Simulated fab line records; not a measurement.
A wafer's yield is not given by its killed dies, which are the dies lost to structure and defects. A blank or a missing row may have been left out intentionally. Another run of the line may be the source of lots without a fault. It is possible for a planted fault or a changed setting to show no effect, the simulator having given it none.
What tool caused it? / flow gf180mcu / 13 lots with 39 wafers sampled at 2 steps, on a route of 602 steps

== WHAT EACH GAUGE READ, for each wafer ==
GF_HV_LDD_THK_MEAS_57. Usual: HV_LDD_CVD_56_THK 90.2 nm, standard deviation 0.85.
lot=L571; measured=day 12 20:05; on=film-metro-04; HV_LDD_CVD_56_THK (nm)=89.6 89.3 89.2; flag=
lot=L572; measured=day 13 09:17; on=film-metro-02; HV_LDD_CVD_56_THK (nm)=89.4 89.3 90.2; flag=
lot=L573; measured=day 13 18:10; on=film-metro-04; HV_LDD_CVD_56_THK (nm)=88.5 88.6 88.7; flag=
lot=L574; measured=day 13 23:41; on=film-metro-04; HV_LDD_CVD_56_THK (nm)=90.5 91.0 91.1; flag=
lot=L582; measured=day 16 10:44; on=film-metro-04; HV_LDD_CVD_56_THK (nm)=89.6 89.4 89.7; flag=
lot=L583; measured=day 16 23:20; on=film-metro-03; HV_LDD_CVD_56_THK (nm)=90.4 90.2 90.1; flag=
lot=L584; measured=day 17 06:53; on=film-metro-03; HV_LDD_CVD_56_THK (nm)=90.9 91.8 91.9; flag=
lot=L587; measured=day 18 06:07; on=film-metro-02; HV_LDD_CVD_56_THK (nm)=91.2 90.4 90.4; flag=
lot=L589; measured=day 18 18:40; on=film-metro-04; HV_LDD_CVD_56_THK (nm)=90.7 90.7 91.1; flag=
lot=L590; measured=day 19 04:07; on=film-metro-04; HV_LDD_CVD_56_THK (nm)=89.4 89.1 89.9; flag=
lot=L591; measured=day 19 16:43; on=film-metro-03; HV_LDD_CVD_56_THK (nm)=90.3 90.4 90.4; flag=
lot=L592; measured=day 19 19:57; on=film-metro-04; HV_LDD_CVD_56_THK (nm)=91.4 91.2 91.1; flag=
lot=L593; measured=day 20 04:19; on=film-metro-03; HV_LDD_CVD_56_THK (nm)=91.5 91.0 91.5; flag=

== EACH LOT AND THE TOOL THAT RAN IT (in order: tool; ch and the chambers of the sampled wafers; start) ==
lot=L571; GF_HV_LDD_RTA_52=rtp-anneal-01 ch 0, day 12 17:18
lot=L572; GF_HV_LDD_RTA_52=rtp-anneal-01 ch 0, day 13 06:05
lot=L573; GF_HV_LDD_RTA_52=rtp-anneal-02 ch 0, day 13 14:58
lot=L574; GF_HV_LDD_RTA_52=rtp-anneal-02 ch 0, day 13 21:00
lot=L582; GF_HV_LDD_RTA_52=rtp-anneal-02 ch 0, day 16 06:55
lot=L583; GF_HV_LDD_RTA_52=rtp-anneal-02 ch 0, day 16 20:36
lot=L584; GF_HV_LDD_RTA_52=rtp-anneal-01 ch 0, day 17 04:12
lot=L587; GF_HV_LDD_RTA_52=rtp-anneal-01 ch 0, day 18 03:26
lot=L589; GF_HV_LDD_RTA_52=rtp-anneal-02 ch 0, day 18 15:18
lot=L590; GF_HV_LDD_RTA_52=rtp-anneal-01 ch 0, day 19 01:25
lot=L591; GF_HV_LDD_RTA_52=rtp-anneal-02 ch 0, day 19 14:01
lot=L592; GF_HV_LDD_RTA_52=rtp-anneal-01 ch 0, day 19 17:15
lot=L593; GF_HV_LDD_RTA_52=rtp-anneal-02 ch 0, day 20 01:37
- GF_HV_LDD_RTA_52: time 10 s.

== WHAT THE TOOLS THEMSELVES READ (means of the sampled wafers that have a number; where no wafer has one, the mark that the record gives instead) ==
GF_HV_LDD_RTA_52. Usual: lamp-power-pct 31.1 %, standard deviation 2.3; wafer_temp_C_max 1005.0, standard deviation 1.
lot=L571; tool=rtp-anneal-01; lamp-power-pct (%)=28.7; wafer_temp_C_max=1004.6; flag=
lot=L572; tool=rtp-anneal-01; lamp-power-pct (%)=28.7; wafer_temp_C_max=1005.2; flag=
lot=L573; tool=rtp-anneal-02; lamp-power-pct (%)=33.2; wafer_temp_C_max=1004.2; flag=
lot=L574; tool=rtp-anneal-02; lamp-power-pct (%)=33.2; wafer_temp_C_max=1004.5; flag=
lot=L582; tool=rtp-anneal-02; lamp-power-pct (%)=33.1; wafer_temp_C_max=1004.2; flag=
lot=L583; tool=rtp-anneal-02; lamp-power-pct (%)=33.2; wafer_temp_C_max=1004.5; flag=
lot=L584; tool=rtp-anneal-01; lamp-power-pct (%)=28.6; wafer_temp_C_max=1005.4; flag=
lot=L587; tool=rtp-anneal-01; lamp-power-pct (%)=28.7; wafer_temp_C_max=1005.3; flag=
lot=L589; tool=rtp-anneal-02; lamp-power-pct (%)=33.2; wafer_temp_C_max=1005.0; flag=
lot=L590; tool=rtp-anneal-01; lamp-power-pct (%)=28.7; wafer_temp_C_max=1006.2; flag=
lot=L591; tool=rtp-anneal-02; lamp-power-pct (%)=33.2; wafer_temp_C_max=1005.2; flag=
lot=L592; tool=rtp-anneal-01; lamp-power-pct (%)=28.7; wafer_temp_C_max=1006.0; flag=
lot=L593; tool=rtp-anneal-02; lamp-power-pct (%)=33.2; wafer_temp_C_max=1004.9; flag=

== THE ANSWER, worked out from the rows above alone ==
Rule: lot off if the mean of its wafers having a number is beyond 3 standard deviations from the usual mean. A lot without any number at a reading at which 4 lots or more have one is off too. Where the step has rows for the other lots, those lots are counted as sound. The gauges are gone through in route order, then the tools' own readings, and for those a lot's mean is taken as printed above. The first step at which some lot is off is used, and at that step the reading that is off furthest; a lot without a number counts as furthest.
No lot is off on any of the readings shown, so nothing can be concluded from this.

== WHAT THE SIMULATOR PUT IN ==
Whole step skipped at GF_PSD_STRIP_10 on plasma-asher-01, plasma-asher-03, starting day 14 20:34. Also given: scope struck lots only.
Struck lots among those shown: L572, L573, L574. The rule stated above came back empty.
